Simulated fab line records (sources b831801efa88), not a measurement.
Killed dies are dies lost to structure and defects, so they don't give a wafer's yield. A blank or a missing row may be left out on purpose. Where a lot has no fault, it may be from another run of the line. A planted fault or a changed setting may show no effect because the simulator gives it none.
Code-filled problem report in 8D (eight disciplines) form || flow sfq-line || the parts of the form that need people (team, actions taken, sign-off) are left out

1. PROBLEM STATEMENT
At SFQ_TRILAYER_I1_METRO_MEASURE_047, thk-nm averages 184.1 nm over 2 wafers from 2 lots, while fault-free wafers read 199.7 nm, standard deviation 1.2. Measured from the usual mean, that is -13 standard deviations.
Seen first at day 29 17:10 on film-metro-01, wafer L684.3. The record has a number at this step for 40 wafers belonging to 14 lots. The rule behind "out" and "out of limits": a value lying over 4 standard deviations away from the usual mean. The other wafers with a number count as sound.

2. WHAT IT IS AND WHAT IT IS NOT
{"question": "which readings at this step", "is": "thk-nm", "is not": "-"}
{"question": "which lots", "is": "L684, L685", "is not": "L670, L671, L672, L673, L675, L676, L678, L679, L689, L690, L691, L693"}
{"question": "which wafers of those lots", "is": "L684.3, L685.3", "is not": "L684.6, L685.1"}
{"question": "read on which tools", "is": "film-metro-01, film-metro-02", "is not": "film-metro-04"}
{"question": "when", "is": "from day 29 17:10", "is not": "up to then (25 sound wafers); but 13 sound wafers of L685, L689, L690, L691, L693 came after"}

3. THE SUSPECTS, EACH WITH WHAT RULES IT OUT
Counting: any tool at a process step up to the reading remains a suspect provided it ran every lot that is out. Sound lots after the first of them don't rule it out here, since some wafers of a struck lot are sound.
- cmp-01 at SFQ_TRILAYER_I1_CMP_CMP_046 (polishes SiO2): kept. It ran every lot that is out, first L684 (day 29 10:27); its last sound lot up to then is L679 (day 27 05:09).
- Within cmp-01 at SFQ_TRILAYER_I1_CMP_CMP_046: the wafers that are out ran in chambers 1, 2; their sound lot-mates ran in chambers 0, 3.
Remaining after the count: cmp-01 at SFQ_TRILAYER_I1_CMP_CMP_046.

4. THE CAUSE (what the simulator had put in)
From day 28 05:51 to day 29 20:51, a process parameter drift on cmp-01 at SFQ_TRILAYER_I1_CMP_CMP_046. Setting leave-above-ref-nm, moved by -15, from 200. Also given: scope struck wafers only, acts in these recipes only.
Counting left only this tool.

5. THE EFFECT CHAIN, in route order
Each row: a reading where the mean over the struck wafers with a number is more than 3 standard deviations away from the usual. Only readings for which the record gives a usual standard deviation are gone through. hours: the time from each lot's start at the first step in this table that gives one to its start at this step, as a median over the lots. sigmas: the change in usual standard deviations.
{"hours": 0, "step": "SFQ_TRILAYER_I1_METRO_MEASURE_047", "reading": "thk-nm", "usual": "199.7 nm", "on struck wafers": 184.1, "change": -15.6, "sigmas": -13}
{"hours": 14, "step": "SFQ_TRILAYER_I1_VIA_ETCH_VIA_ETCH_052", "reading": "oes-product-au", "usual": "0.854 a.u.", "on struck wafers": 0.817, "change": -0.037, "sigmas": -6.6}
Here are the process steps it includes:
- SFQ_TRILAYER_I1_METRO_MEASURE_047
- SFQ_TRILAYER_I1_VIA_ETCH_VIA_ETCH_052: etches SiO2 in CHF3, stops on Nb, target depth 260 nm.

6. HOW IT WOULD HAVE BEEN CAUGHT EARLIER
The fault began at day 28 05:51; the first out-of-limits reading in this record came at day 29 17:10, 35 hours later.
No tool reading at SFQ_TRILAYER_I1_CMP_CMP_046 that has a usual standard deviation in the record was out on any struck wafer, so an alarm limit of 4 standard deviations on those readings would not have fired.
Of the lots that are out (2), L685 began SFQ_TRILAYER_I1_CMP_CMP_046 on cmp-01 after day 29 17:10. Had the tool been put on hold then, it would have been spared.
